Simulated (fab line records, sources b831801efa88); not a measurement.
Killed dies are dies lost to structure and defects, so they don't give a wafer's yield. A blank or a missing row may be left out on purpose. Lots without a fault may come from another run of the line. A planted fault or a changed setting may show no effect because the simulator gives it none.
fab line records | flow sky130
record lots=5 wafers=15 last_day=49
route steps=708 shown LDD_N@243 LDD_P@255 LDD_HVN@267 LDD_HVP@278 LDD_LDN@289
lots that met no fault: from a run of the same line without faults
start_h: hours from the record's first day to the start of the lot's first wafer shown | wait_h: hours since the lot's step before | " the same as in the row above | L1.1+2: a row that stands for several wafers | - no value, or no start given | * or withheld: withheld | < > ~ a bound
route shown NAME@n: a module of which the file shows steps, and the number in the route of the first | usual: mean/standard deviation of fault-free wafers | same: alike in all rows | chamber/n: place in a boat | sites: the reading at each site | _std_site: their standard deviation | _edge_site: outer sites' mean less inner sites' | radius_mm: how far each site lies from the wafer's centre | mask NAME#n: copy n | behind: the tool/chamber that last shaped the wafer | hold: why the lot was held/for how many hours/how that ended | device: the transistor (n, p or np) that didn't switch | end of line: the same wafers' tests at the end of the route | a step without rows: its recipe alone | killed: dies lost to structure and defects at the first sort, not the wafer's yield | map: a wafer's dies, x killed, . not, _ none there
set.NAME: the setting as run; set.NAME@STEP: as run at that earlier step | model.NAME: the simulator's own value behind a step, which no gauge read
lots at some steps of the route; a table a step, a row a wafer
services: from which hour (start_h, from the record's first day; less than 0 if before it) a tool's chamber was out of use, for how many hours, and why
## steps
# step SKY_LDD_N_DEVELOP_06
# recipe develop_time_s=58.72 dev_temp_c=23
# columns lot.wafer tool chamber start_h wait_h
L079.2+4+6 litho_track-03 0 458.84 0.1
L080.1+5+6 litho_track-03 0 465.21 0.1
L082.3+4+6 litho_track-04 0 493.23 0.1
L083.4+5+6 litho_track-01 0 493.81 0.1
L092.2+4+6 litho_track-04 0 574.50 0.1
# step SKY_LDD_N_OVL_MEAS_07
# usual LDD_N_OVL=1.4/1.1
# columns lot.wafer tool chamber start_h wait_h LDD_N_OVL[nm]
L079.2 overlay-02 - 458.97 0.1 2.0
L079.4 " - " " 2.3
L079.6 " - " " 2.0
L080.1 overlay-02 - 465.36 0.1 0.9
L080.5 " - " " 0.7
L080.6 " - " " 2.2
L082.3 overlay-02 - 493.34 0.1 5.0
L082.4 " - " " 2.5
L082.6 " - " " 2.2
L083.4 overlay-01 - 493.90 0.1 0.9
L083.5 " - " " 1.3
L083.6 " - " " 2.4
L092.2 overlay-02 - 574.64 0.1 0.6
L092.4 " - " " 0.1
L092.6 " - " " -0.3
# step SKY_LDD_N_IMPLANT_08
# recipe species=As energy_kev=20 dose_cm2=7.5e+13 tilt_deg=withheld rotation_deg=23
# same implant_ion_amu=75
# columns lot.wafer tool chamber start_h wait_h
L079.2+4+6 implanter-03 0 459.02 0.0
L080.1+5+6 implanter-04 0 465.40 0.0
L082.3+4+6 implanter-03 0 493.42 0.1
L083.4+5+6 implanter-04 0 493.99 0.1
L092.2+4+6 implanter-03 0 574.69 0.0
# step SKY_LDD_N_IMPLANT_09
# recipe species=As energy_kev=20 dose_cm2=7.5e+13 tilt_deg=withheld rotation_deg=113
# same implant_ion_amu=75
# columns lot.wafer tool chamber start_h wait_h
L079.2+4+6 implanter-03 0 459.17 0.1
L080.1+5+6 implanter-04 0 465.55 0.1
L082.3+4+6 implanter-03 0 493.57 0.1
L083.4+5+6 implanter-04 0 494.14 0.1
L092.2+4+6 implanter-03 0 574.84 0.1
# step SKY_LDD_N_IMPLANT_10
# recipe species=As energy_kev=20 dose_cm2=7.5e+13 tilt_deg=withheld rotation_deg=203
# same implant_ion_amu=75
# columns lot.wafer tool chamber start_h wait_h
L079.2+4+6 implanter-03 0 459.32 0.1
L080.1+5+6 implanter-04 0 465.70 0.1
L082.3+4+6 implanter-03 0 493.72 0.1
L083.4+5+6 implanter-04 0 494.29 0.1
L092.2+4+6 implanter-03 0 574.99 0.1
# step SKY_LDD_N_IMPLANT_11
# recipe species=As energy_kev=20 dose_cm2=7.5e+13 tilt_deg=withheld rotation_deg=293
# same implant_ion_amu=75
# columns lot.wafer tool chamber start_h wait_h
L079.2+4+6 implanter-03 0 459.47 0.1
L080.1+5+6 implanter-04 0 465.85 0.1
L082.3+4+6 implanter-03 0 493.87 0.1
L083.4+5+6 implanter-04 0 494.44 0.1
L092.2+4+6 implanter-03 0 575.14 0.1
# step SKY_LDD_N_IMPLANT_12
# recipe species=BF2 energy_kev=50 dose_cm2=5e+12 tilt_deg=30 rotation_deg=0
# same implant_ion_amu=49
# columns lot.wafer tool chamber start_h wait_h
L079.2+4+6 implanter-03 0 459.62 0.1
L080.1+5+6 implanter-04 0 466.00 0.1
L082.3+4+6 implanter-03 0 494.02 0.1
L083.4+5+6 implanter-04 0 494.59 0.1
L092.2+4+6 implanter-03 0 575.29 0.1
# step SKY_LDD_N_IMPLANT_13
# recipe species=BF2 energy_kev=50 dose_cm2=5e+12 tilt_deg=30 rotation_deg=90
# same implant_ion_amu=49
# columns lot.wafer tool chamber start_h wait_h
L079.2+4+6 implanter-03 0 459.77 0.1
L080.1+5+6 implanter-04 0 466.15 0.1
L082.3+4+6 implanter-03 0 494.17 0.1
L083.4+5+6 implanter-04 0 494.74 0.1
L092.2+4+6 implanter-03 0 575.44 0.1
# step SKY_LDD_N_IMPLANT_14
# recipe species=BF2 energy_kev=50 dose_cm2=5e+12 tilt_deg=30 rotation_deg=180
# same implant_ion_amu=49
# columns lot.wafer tool chamber start_h wait_h
L079.2+4+6 implanter-03 0 459.92 0.1
L080.1+5+6 implanter-04 0 466.30 0.1
L083.4+5+6 implanter-04 0 494.89 0.1
L082.3+4+6 implanter-03 0 495.58 1.4
L092.2+4+6 implanter-03 0 575.59 0.1
# step SKY_LDD_N_IMPLANT_15
# recipe species=BF2 energy_kev=50 dose_cm2=5e+12 tilt_deg=30 rotation_deg=270
# same implant_ion_amu=49
# columns lot.wafer tool chamber start_h wait_h
L079.2+4+6 implanter-03 0 460.07 0.1
L080.1+5+6 implanter-04 0 466.45 0.1
L083.4+5+6 implanter-04 0 495.04 0.1
L082.3+4+6 implanter-03 0 495.73 0.1
L092.2+4+6 implanter-03 0 575.74 0.1
# step SKY_LDD_N_STRIP_16
# recipe chemistry=O2/N2 power_w=1400 pressure_mtorr=1500 platen_temp_c=withheld o2_flow_sccm=3000 n2_flow_sccm=300 overash_fraction=0.5
# usual drypump_motor_current_A=5.6/0.45 oes_product_au=0.407/0.0045 strip_time_to_endpoint_s=4.315/0.012
# columns lot.wafer tool chamber start_h wait_h drypump_motor_current_A oes_product_au rf_hours_counter_h strip_time_to_endpoint_s
L079.2 plasma_asher-04 0 460.20 0.1 5.2 0.408 67 4.309
L079.4 " 0 " " 5.2 0.410 - 4.296
L079.6 " 1 " " 6.4 0.404 - 4.318
L080.1 plasma_asher-04 0 466.60 0.1 5.1 0.408 68 4.330
L080.5 " 0 " " 5.1 0.413 - 4.337
L080.6 " 1 " " 6.3 0.406 - 4.329
L083.4 plasma_asher-03 1 495.15 0.1 5.5 0.405 - 4.314
L083.5 " 1 " " 5.6 0.405 - 4.313
L083.6 " 0 " " 5.3 0.406 - 4.322
L082.3 plasma_asher-04 0 495.86 0.1 5.1 0.410 - 4.311
L082.4 " 1 " " 6.3 0.404 - 4.297
L082.6 " 0 " " 5.1 0.407 - 4.322
L092.2 plasma_asher-04 0 575.87 0.1 5.2 0.399 79 4.304
L092.4 " 1 " " 6.3 0.409 - 4.306
L092.6 " 0 " " 5.1 0.404 - 4.323
# step SKY_LDD_N_TW_MEAS_17
# usual LDD_N_TW=2610/16
# columns lot.wafer tool chamber start_h wait_h LDD_N_TW
L079.2 film_metro-02 - 460.31 0.1 2614
L079.4 " - " " 2614
L079.6 " - " " 2621
L080.1 film_metro-02 - 466.70 0.1 2619
L080.5 " - " " 2629
L080.6 " - " " 2613
L083.4 film_metro-02 - 495.25 0.1 2617
L083.5 " - " " 2602
L083.6 " - " " 2611
L082.3 film_metro-04 - 495.95 0.1 2602
L082.4 " - " " 2608
L082.6 " - " " 2604
L092.2 film_metro-04 - 575.98 0.1 2601
L092.4 " - " " 2616
L092.6 " - " " 2629
# step SKY_LDD_P_DEHYDRATE_00
# recipe temp_c=200 time_s=60
# columns lot.wafer tool chamber start_h wait_h
L079.2+4+6 litho_track-03 0 475.14 14.8
L080.1+5+6 litho_track-04 0 482.08 15.4
L083.4+5+6 litho_track-03 0 509.49 14.2
L082.3+4+6 litho_track-04 0 510.48 14.5
L092.2+4+6 litho_track-03 0 590.14 14.2
# step SKY_LDD_P_HMDS_01
# recipe prime_time_s=60 prime_temp_c=120
# columns lot.wafer tool chamber start_h wait_h
L079.2+4+6 litho_track-03 0 475.29 0.1
L080.1+5+6 litho_track-04 0 482.23 0.1
L083.4+5+6 litho_track-03 0 509.64 0.1
L082.3+4+6 litho_track-04 0 510.63 0.1
L092.2+4+6 litho_track-03 0 590.29 0.1
# step SKY_LDD_P_COAT_02
# recipe resist=NOVOLAK spin_rpm=3000 resist_thk_nm=1140
# columns lot.wafer tool chamber start_h wait_h
L079.2+4+6 litho_track-03 0 475.44 0.1
L080.1+5+6 litho_track-04 0 482.38 0.1
L083.4+5+6 litho_track-03 0 509.79 0.1
L082.3+4+6 litho_track-04 0 510.78 0.1
L092.2+4+6 litho_track-03 0 590.44 0.1
# step SKY_LDD_P_SOFTBAKE_03
# recipe temp_c=90 time_s=60 resist=NOVOLAK
# columns lot.wafer tool chamber start_h wait_h
L079.2+4+6 litho_track-03 0 475.59 0.1
L080.1+5+6 litho_track-04 0 482.53 0.1
L083.4+5+6 litho_track-03 0 509.94 0.1
L082.3+4+6 litho_track-04 0 510.93 0.1
L092.2+4+6 litho_track-03 0 590.59 0.1
# step SKY_LDD_P_EXPOSE_04
# recipe mask_id=PSDM na=0.6 source_shape=conventional sigma_outer=0.6 polarization=unpolarized target_cd_nm=380 dose_mj=138
# columns lot.wafer tool chamber start_h wait_h mask
L079.2+4+6 iline_stepper-01 0 - - PSDM#0
L080.1+5+6 iline_stepper-01 0 - - PSDM#0
L083.4+5+6 iline_stepper-02 0 - - PSDM#0
L082.3+4+6 iline_stepper-01 0 - - PSDM#0
L092.2+4+6 iline_stepper-02 0 - - PSDM#0
# step SKY_LDD_P_PEB_05
# recipe temp_c=withheld time_s=* resist=NOVOLAK
# columns lot.wafer tool chamber start_h wait_h
L079.2+4+6 litho_track-04 0 - -
L080.1+5+6 litho_track-04 0 - -
L083.4+5+6 litho_track-04 0 - -
L082.3+4+6 litho_track-04 0 - -
L092.2+4+6 litho_track-04 0 - -
# step SKY_LDD_P_DEVELOP_06
# recipe resist=NOVOLAK developer=TMAH develop_time_s=60 dev_temp_c=23
# columns lot.wafer tool chamber start_h wait_h
L079.2+4+6 litho_track-04 0 491.10 0.1
L080.1+5+6 litho_track-04 0 497.58 0.1
L083.4+5+6 litho_track-04 0 524.70 0.1
L082.3+4+6 litho_track-04 0 525.88 0.1
L092.2+4+6 litho_track-04 0 604.55 0.1
# step SKY_LDD_P_CD_MEAS_07
# recipe target_cd_nm=380
# usual cd_nm=379.4/2.2
# columns lot.wafer tool chamber start_h wait_h cd_nm
L079.2 cd_sem-02 - 491.25 0.1 383.4
L079.4 " - " " 381.9
L079.6 " - " " 381.3
L080.1 cd_sem-02 - 497.73 0.1 383.2
L080.5 " - " " 380.0
L080.6 " - " " 382.4
L083.4 cd_sem-01 - 524.84 0.1 379.9
L083.5 " - " " 379.0
L083.6 " - " " 379.1
L082.3 cd_sem-01 - 526.02 0.1 379.0
L082.4 " - " " 378.7
L082.6 " - " " 381.0
L092.2 cd_sem-02 - 604.70 0.1 375.1
L092.4 " - " " 376.1
L092.6 " - " " 373.7
# step SKY_LDD_P_OVL_MEAS_08
# usual LDD_P_OVL=-0.3/1.4
# columns lot.wafer tool chamber start_h wait_h LDD_P_OVL[nm]
L079.2 overlay-02 - 491.36 0.1 0.4
L079.4 " - " " -1.2
L079.6 " - " " 0.0
L080.1 overlay-02 - 497.85 0.1 -1.8
L080.5 " - " " -2.0
L080.6 " - " " -2.4
L083.4 overlay-02 - 524.92 0.1 -1.4
L083.5 " - " " 0.3
L083.6 " - " " -1.8
L082.3 overlay-02 - 526.11 0.1 -0.6
L082.4 " - " " -1.1
L082.6 " - " " -2.3
L092.2 overlay-01 - 604.81 0.1 -0.2
L092.4 " - " " 0.8
L092.6 " - " " 0.4
# step SKY_LDD_P_IMPLANT_09
# recipe species=BF2 energy_kev=25 dose_cm2=1e+13 tilt_deg=withheld
# same implant_ion_amu=49
# columns lot.wafer tool chamber start_h wait_h
L079.2+4+6 implanter-02 0 491.41 0.0
L080.1+5+6 implanter-02 0 497.89 0.0
L083.4+5+6 implanter-01 0 525.01 0.1
L082.3+4+6 implanter-02 0 526.19 0.1
L092.2+4+6 implanter-01 0 604.86 0.0
# step SKY_LDD_P_STRIP_10
# recipe chemistry=O2/N2 power_w=1400 pressure_mtorr=1500 platen_temp_c=withheld o2_flow_sccm=3000 n2_flow_sccm=300 overash_fraction=0.5
# usual drypump_motor_current_A=5.7/0.39 oes_product_au=0.715/0.0042 strip_time_to_endpoint_s=14.18/0.038
# columns lot.wafer tool chamber start_h wait_h drypump_motor_current_A oes_product_au rf_hours_counter_h strip_time_to_endpoint_s
L079.2 plasma_asher-01 1 491.54 0.1 6.1 0.723 6 14.22
L079.4 " 0 " " 5.4 0.711 - 14.19
L079.6 " 0 " " 5.4 0.717 - 14.24
L080.1 plasma_asher-01 0 498.04 0.1 5.4 0.710 7 14.12
L080.5 " 0 " " 5.4 0.712 - 14.13
L080.6 " 1 " " 6.1 0.720 - 14.19
L083.4 plasma_asher-01 0 525.12 0.1 5.3 0.712 - 14.25
L083.5 " 0 " " 5.4 0.719 - 14.21
L083.6 " 1 " " 6.1 0.711 - 14.22
L082.3 plasma_asher-03 0 526.32 0.1 5.3 0.719 - 14.08
L082.4 " 1 " " 5.5 0.714 - 14.12
L082.6 " 1 " " 5.5 0.713 - 14.10
L092.2 plasma_asher-03 1 604.99 0.1 5.5 0.714 49 14.24
L092.4 " 1 " " 5.6 0.715 - 14.25
L092.6 " 0 " " 5.4 0.713 - 14.25
# step SKY_LDD_P_TW_MEAS_11
# usual LDD_P_TW=639/5.1
# columns lot.wafer tool chamber start_h wait_h LDD_P_TW
L079.2 film_metro-04 - 491.65 0.1 645
L079.4 " - " " 642
L079.6 " - " " 643
L080.1 film_metro-03 - 498.14 0.1 633
L080.5 " - " " 637
L080.6 " - " " 636
L083.4 film_metro-02 - 525.22 0.1 644
L083.5 " - " " 645
L083.6 " - " " 644
L082.3 film_metro-03 - 526.41 0.1 641
L082.4 " - " " 639
L082.6 " - " " 640
L092.2 film_metro-03 - 605.10 0.1 629
L092.4 " - " " 631
L092.6 " - " " 630
# step SKY_LDD_HVN_DEHYDRATE_00
# recipe temp_c=200 time_s=60
# columns lot.wafer tool chamber start_h wait_h
L079.2+4+6 litho_track-04 0 505.85 14.2
L080.1+5+6 litho_track-01 0 512.98 14.8
L083.4+5+6 litho_track-02 0 539.02 13.8
L082.3+4+6 litho_track-01 0 540.23 13.8
L092.2+4+6 litho_track-01 0 618.75 13.6
# step SKY_LDD_HVN_HMDS_01
# recipe prime_time_s=60 prime_temp_c=120
# columns lot.wafer tool chamber start_h wait_h
L079.2+4+6 litho_track-04 0 506.00 0.1
L080.1+5+6 litho_track-01 0 513.13 0.1
L083.4+5+6 litho_track-02 0 539.17 0.1
L082.3+4+6 litho_track-01 0 540.38 0.1
L092.2+4+6 litho_track-01 0 618.90 0.1
# step SKY_LDD_HVN_COAT_02
# recipe resist=NOVOLAK spin_rpm=3000 resist_thk_nm=300
# columns lot.wafer tool chamber start_h wait_h
L079.2+4+6 litho_track-04 0 506.15 0.1
L080.1+5+6 litho_track-01 0 513.28 0.1
L083.4+5+6 litho_track-02 0 539.32 0.1
L082.3+4+6 litho_track-01 0 540.53 0.1
L092.2+4+6 litho_track-01 0 619.05 0.1
# step SKY_LDD_HVN_SOFTBAKE_03
# recipe temp_c=90 time_s=60 resist=NOVOLAK
# columns lot.wafer tool chamber start_h wait_h
L079.2+4+6 litho_track-04 0 506.30 0.1
L080.1+5+6 litho_track-01 0 513.43 0.1
L083.4+5+6 litho_track-02 0 539.47 0.1
L082.3+4+6 litho_track-01 0 540.68 0.1
L092.2+4+6 litho_track-01 0 619.20 0.1
# step SKY_LDD_HVN_EXPOSE_04
# recipe mask_id=HVNTM na=0.6 source_shape=conventional sigma_outer=0.6 polarization=unpolarized target_cd_nm=700 dose_mj=127
# columns lot.wafer tool chamber start_h wait_h mask
L079.2+4+6 iline_stepper-02 0 - - HVNTM#0
L080.1+5+6 iline_stepper-02 0 - - HVNTM#0
L083.4+5+6 iline_stepper-02 0 - - HVNTM#0
L082.3+4+6 iline_stepper-02 0 - - HVNTM#0
L092.2+4+6 iline_stepper-02 0 - - HVNTM#0
# step SKY_LDD_HVN_PEB_05
# recipe temp_c=withheld time_s=* resist=NOVOLAK
# columns lot.wafer tool chamber start_h wait_h
L079.2+4+6 litho_track-04 0 - -
L080.1+5+6 litho_track-01 0 - -
L083.4+5+6 litho_track-02 0 - -
L082.3+4+6 litho_track-01 0 - -
L092.2+4+6 litho_track-04 0 - -
# step SKY_LDD_HVN_DEVELOP_06
# recipe resist=NOVOLAK developer=TMAH develop_time_s=60 dev_temp_c=23
# columns lot.wafer tool chamber start_h wait_h
L079.2+4+6 litho_track-04 0 521.25 0.1
L080.1+5+6 litho_track-01 0 528.18 0.1
L083.4+5+6 litho_track-02 0 554.37 0.1
L082.3+4+6 litho_track-01 0 555.68 0.1
L092.2+4+6 litho_track-04 0 633.25 0.1
# step SKY_LDD_HVN_OVL_MEAS_07
# usual LDD_HVN_OVL=0.6/1.1
# columns lot.wafer tool chamber start_h wait_h LDD_HVN_OVL[nm]
L079.2 overlay-01 - 521.39 0.1 1.2
L079.4 " - " " 0.8
L079.6 " - " " -0.3
L080.1 overlay-02 - 528.33 0.1 1.6
L080.5 " - " " 2.3
L080.6 " - " " 1.4
L083.4 overlay-01 - 554.46 0.1 1.1
L083.5 " - " " -0.7
L083.6 " - " " 0.3
L082.3 overlay-02 - 555.79 0.1 0.5
L082.4 " - " " 1.2
L082.6 " - " " 1.3
L092.2 overlay-02 - 633.39 0.1 -0.8
L092.4 " - " " -1.0
L092.6 " - " " -0.9
# step SKY_LDD_HVN_IMPLANT_08
# recipe species=P energy_kev=60.83 dose_cm2=3e+13 tilt_deg=40
# same implant_ion_amu=31
# columns lot.wafer tool chamber start_h wait_h
L079.2+4+6 implanter-02 0 521.44 0.0
L080.1+5+6 implanter-01 0 528.37 0.0
L083.4+5+6 implanter-02 0 554.56 0.1
L082.3+4+6 implanter-02 0 555.87 0.1
L092.2+4+6 implanter-01 0 633.44 0.0
# step SKY_LDD_HVN_STRIP_09
# recipe chemistry=O2/N2 power_w=1400 pressure_mtorr=1500 platen_temp_c=withheld o2_flow_sccm=3000 n2_flow_sccm=300 overash_fraction=0.5
# usual drypump_motor_current_A=5.6/0.35 oes_product_au=0.408/0.0045 strip_time_to_endpoint_s=4.131/0.016
# columns lot.wafer tool chamber start_h wait_h drypump_motor_current_A oes_product_au rf_hours_counter_h strip_time_to_endpoint_s
L079.2 plasma_asher-01 0 521.57 0.1 5.4 0.407 9 4.114
L079.4 " 1 " " 6.1 0.409 - 4.112
L079.6 " 1 " " 6.1 0.403 - 4.104
L080.1 plasma_asher-03 0 528.52 0.1 5.3 0.411 40 4.123
L080.5 " 0 " " 5.3 0.405 - 4.145
L080.6 " 1 " " 5.5 0.402 - 4.111
L083.4 plasma_asher-03 0 554.67 0.1 5.3 0.404 - 4.124
L083.5 " 1 " " 5.5 0.406 - 4.118
L083.6 " 0 " " 5.3 0.409 - 4.131
L082.3 plasma_asher-03 1 556.00 0.1 5.5 0.401 - 4.125
L082.4 " 0 " " 5.3 0.414 - 4.122
L082.6 " 0 " " 5.3 0.408 - 4.107
L092.2 plasma_asher-03 0 633.57 0.1 5.3 0.412 52 4.153
L092.4 " 0 " " 5.3 0.409 - 4.137
L092.6 " 1 " " 5.5 0.414 - 4.154
# step SKY_LDD_HVN_TW_MEAS_10
# usual LDD_HVN_TW=1450/10
# columns lot.wafer tool chamber start_h wait_h LDD_HVN_TW
L079.2 film_metro-03 - 521.68 0.1 1442
L079.4 " - " " 1448
L079.6 " - " " 1435
L080.1 film_metro-02 - 528.62 0.1 1459
L080.5 " - " " 1460
L080.6 " - " " 1459
L083.4 film_metro-03 - 554.76 0.1 1436
L083.5 " - " " 1435
L083.6 " - " " 1441
L082.3 film_metro-01 - 556.09 0.1 1459
L082.4 " - " " 1457
L082.6 " - " " 1464
L092.2 film_metro-03 - 633.68 0.1 1449
L092.4 " - " " 1448
L092.6 " - " " 1439
# step SKY_LDD_HVP_DEHYDRATE_00
# recipe temp_c=200 time_s=60
# columns lot.wafer tool chamber start_h wait_h
L079.2+4+6 litho_track-01 0 535.06 13.4
L080.1+5+6 litho_track-02 0 543.15 14.5
L083.4+5+6 litho_track-02 0 569.22 14.4
L082.3+4+6 litho_track-03 0 570.36 14.3
L092.2+4+6 litho_track-03 0 647.09 13.4
# step SKY_LDD_HVP_HMDS_01
# recipe prime_time_s=60 prime_temp_c=120
# columns lot.wafer tool chamber start_h wait_h
L079.2+4+6 litho_track-01 0 535.21 0.1
L080.1+5+6 litho_track-02 0 543.30 0.1
L083.4+5+6 litho_track-02 0 569.37 0.1
L082.3+4+6 litho_track-03 0 570.51 0.1
L092.2+4+6 litho_track-03 0 647.24 0.1
# step SKY_LDD_HVP_COAT_02
# recipe resist=NOVOLAK spin_rpm=3000 resist_thk_nm=300
# columns lot.wafer tool chamber start_h wait_h
L079.2+4+6 litho_track-01 0 535.36 0.1
L080.1+5+6 litho_track-02 0 543.45 0.1
L083.4+5+6 litho_track-02 0 569.52 0.1
L082.3+4+6 litho_track-03 0 570.66 0.1
L092.2+4+6 litho_track-03 0 647.39 0.1
# step SKY_LDD_HVP_SOFTBAKE_03
# recipe temp_c=90 time_s=60 resist=NOVOLAK
# columns lot.wafer tool chamber start_h wait_h
L079.2+4+6 litho_track-01 0 535.51 0.1
L080.1+5+6 litho_track-02 0 543.60 0.1
L083.4+5+6 litho_track-02 0 569.67 0.1
L082.3+4+6 litho_track-03 0 570.81 0.1
L092.2+4+6 litho_track-03 0 647.54 0.1
# step SKY_LDD_HVP_EXPOSE_04
# recipe mask_id=HVPTM na=0.6 source_shape=conventional sigma_outer=0.6 polarization=unpolarized target_cd_nm=700 dose_mj=86
# columns lot.wafer tool chamber start_h wait_h mask
L079.2+4+6 iline_stepper-01 0 - - HVPTM#0
L080.1+5+6 iline_stepper-02 0 - - HVPTM#0
L083.4+5+6 iline_stepper-02 0 - - HVPTM#0
L082.3+4+6 iline_stepper-01 0 - - HVPTM#0
L092.2+4+6 iline_stepper-01 0 - - HVPTM#0
# step SKY_LDD_HVP_PEB_05
# recipe temp_c=withheld time_s=* resist=NOVOLAK
# columns lot.wafer tool chamber start_h wait_h
L079.2+4+6 litho_track-02 0 - -
L080.1+5+6 litho_track-01 0 - -
L083.4+5+6 litho_track-03 0 - -
L082.3+4+6 litho_track-01 0 - -
L092.2+4+6 litho_track-01 0 - -
# step SKY_LDD_HVP_DEVELOP_06
# recipe resist=NOVOLAK developer=TMAH develop_time_s=60 dev_temp_c=23
# columns lot.wafer tool chamber start_h wait_h
L079.2+4+6 litho_track-02 0 550.37 0.1
L080.1+5+6 litho_track-01 0 558.58 0.1
L083.4+5+6 litho_track-03 0 584.44 0.1
L082.3+4+6 litho_track-01 0 585.48 0.1
L092.2+4+6 litho_track-01 0 661.00 0.1
# step SKY_LDD_HVP_OVL_MEAS_07
# usual LDD_HVP_OVL=0.9/1.5
# columns lot.wafer tool chamber start_h wait_h LDD_HVP_OVL[nm]
L079.2 overlay-02 - 550.50 0.1 0.4
L079.4 " - " " 1.6
L079.6 " - " " 2.1
L080.1 overlay-01 - 558.73 0.1 -0.7
L080.5 " - " " -3.4
L080.6 " - " " -1.7
L083.4 overlay-02 - 584.53 0.1 -2.0
L083.5 " - " " 0.6
L083.6 " - " " -1.4
L082.3 overlay-02 - 585.59 0.1 0.4
L082.4 " - " " -1.3
L082.6 " - " " -0.4
L092.2 overlay-01 - 661.14 0.1 1.5
L092.4 " - " " 1.5
L092.6 " - " " 0.9
# step SKY_LDD_HVP_IMPLANT_08
# recipe species=B energy_kev=20 dose_cm2=1.7e+13 tilt_deg=17.9
# same implant_ion_amu=11
# columns lot.wafer tool chamber start_h wait_h
L079.2+4+6 implanter-01 0 550.56 0.0
L080.1+5+6 implanter-01 0 558.77 0.0
L083.4+5+6 implanter-03 0 584.62 0.1
L082.3+4+6 implanter-04 0 585.67 0.1
L092.2+4+6 implanter-03 0 661.19 0.0
# step SKY_LDD_HVP_STRIP_09
# recipe chemistry=O2/N2 power_w=1400 pressure_mtorr=1500 platen_temp_c=withheld o2_flow_sccm=3000 n2_flow_sccm=300 overash_fraction=0.5
# usual drypump_motor_current_A=5.8/0.48 oes_product_au=0.408/0.0049 strip_time_to_endpoint_s=4.139/0.015
# columns lot.wafer tool chamber start_h wait_h drypump_motor_current_A oes_product_au rf_hours_counter_h strip_time_to_endpoint_s
L079.2 plasma_asher-01 1 550.68 0.1 6.1 0.410 12 4.142
L079.4 " 0 " " 5.4 0.413 - 4.147
L079.6 " 1 " " 6.1 0.406 - 4.141
L080.1 plasma_asher-04 0 558.92 0.1 5.1 0.409 78 4.131
L080.5 " 1 " " 6.3 0.408 - 4.118
L080.6 " 0 " " 5.1 0.406 - 4.119
L083.4 plasma_asher-04 0 584.73 0.1 5.2 0.408 - 4.152
L083.5 " 0 " " 5.1 0.399 - 4.148
L083.6 " 1 " " 6.4 0.419 - 4.145
L082.3 plasma_asher-01 1 585.80 0.1 6.1 0.410 - 4.110
L082.4 " 0 " " 5.4 0.416 - 4.138
L082.6 " 0 " " 5.4 0.408 - 4.125
L092.2 plasma_asher-04 0 661.32 0.1 5.1 0.418 88 4.145
L092.4 " 0 " " 5.1 0.410 - 4.157
L092.6 " 1 " " 6.4 0.412 - 4.180
# step SKY_LDD_HVP_TW_MEAS_10
# usual LDD_HVP_TW=459/3.2
# columns lot.wafer tool chamber start_h wait_h LDD_HVP_TW
L079.2 film_metro-01 - 550.79 0.1 456
L079.4 " - " " 458
L079.6 " - " " 460
L080.1 film_metro-04 - 559.02 0.1 459
L080.5 " - " " 460
L080.6 " - " " 459
L083.4 film_metro-03 - 584.83 0.1 454
L083.5 " - " " 456
L083.6 " - " " 454
L082.3 film_metro-04 - 585.89 0.1 462
L082.4 " - " " 462
L082.6 " - " " 465
L092.2 film_metro-01 - 661.43 0.1 455
L092.4 " - " " 455
L092.6 " - " " 456
# step SKY_LDD_LDN_DEHYDRATE_00
# recipe temp_c=200 time_s=60
# columns lot.wafer tool chamber start_h wait_h
L079.2+4+6 litho_track-01 0 564.26 13.5
L080.1+5+6 litho_track-04 0 573.13 14.1
L083.4+5+6 litho_track-01 0 598.46 13.6
L082.3+4+6 litho_track-04 0 599.43 13.5
L092.2+4+6 litho_track-03 0 674.99 13.5
# step SKY_LDD_LDN_HMDS_01
# recipe prime_time_s=60 prime_temp_c=120
# columns lot.wafer tool chamber start_h wait_h
L079.2+4+6 litho_track-01 0 564.41 0.1
L080.1+5+6 litho_track-04 0 573.28 0.1
L083.4+5+6 litho_track-01 0 598.61 0.1
L082.3+4+6 litho_track-04 0 599.58 0.1
L092.2+4+6 litho_track-03 0 675.14 0.1
# step SKY_LDD_LDN_COAT_02
# recipe resist=NOVOLAK spin_rpm=3000 resist_thk_nm=1140
# columns lot.wafer tool chamber start_h wait_h
L079.2+4+6 litho_track-01 0 564.56 0.1
L080.1+5+6 litho_track-04 0 573.43 0.1
L083.4+5+6 litho_track-01 0 598.76 0.1
L082.3+4+6 litho_track-04 0 599.73 0.1
L092.2+4+6 litho_track-03 0 675.29 0.1
# step SKY_LDD_LDN_SOFTBAKE_03
# recipe temp_c=90 time_s=60 resist=NOVOLAK
# columns lot.wafer tool chamber start_h wait_h
L079.2+4+6 litho_track-01 0 564.71 0.1
L080.1+5+6 litho_track-04 0 573.58 0.1
L083.4+5+6 litho_track-01 0 598.91 0.1
L082.3+4+6 litho_track-04 0 599.88 0.1
L092.2+4+6 litho_track-03 0 675.44 0.1
# step SKY_LDD_LDN_EXPOSE_04
# recipe mask_id=LDNTM na=0.6 source_shape=conventional sigma_outer=0.6 polarization=unpolarized target_cd_nm=700 dose_mj=140
# columns lot.wafer tool chamber start_h wait_h mask
L079.2+4+6 iline_stepper-01 0 - - LDNTM#0
L080.1+5+6 iline_stepper-02 0 - - LDNTM#0
L083.4+5+6 iline_stepper-01 0 - - LDNTM#0
L082.3+4+6 iline_stepper-01 0 - - LDNTM#0
L092.2+4+6 iline_stepper-02 0 - - LDNTM#0
# step SKY_LDD_LDN_PEB_05
# recipe temp_c=withheld time_s=* resist=NOVOLAK
# columns lot.wafer tool chamber start_h wait_h
L079.2+4+6 litho_track-03 0 - -
L080.1+5+6 litho_track-03 0 - -
L083.4+5+6 litho_track-04 0 - -
L082.3+4+6 litho_track-04 0 - -
L092.2+4+6 litho_track-03 0 - -
## services
# columns tool chamber start_h hours kind
iline_stepper-02 - 478.75 5.0 repair
implanter-03 - 487.70 1.9 repair
plasma_asher-04 - 502.36 1.1 repair
iline_stepper-01 - 505.01 1.7 pm
implanter-01 - 505.75 8.0 repair
iline_stepper-02 - 515.79 1.7 pm
implanter-03 - 531.29 3.1 pm
implanter-03 - 541.70 2.8 pm
iline_stepper-02 - 545.75 5.4 repair
implanter-04 - 548.69 3.1 pm
implanter-01 - 553.91 4.3 pm
implanter-02 - 557.03 3.9 pm
implanter-03 - 582.88 0.8 repair
implanter-04 - 604.99 2.6 pm
implanter-03 - 619.10 2.8 repair
plasma_asher-04 - 632.99 1.6 repair
iline_stepper-02 - 641.23 2.1 pm
implanter-04 - 648.15 29.4 repair
iline_stepper-02 - 648.83 4.3 pm
iline_stepper-01 - 665.96 4.4 pm
implanter-04 - 674.66 4.6 repair
implanter-04 - 679.95 7.2 repair
plasma_asher-03 - 681.79 1.5 repair
iline_stepper-02 - 682.24 1.7 repair
## key
fault none
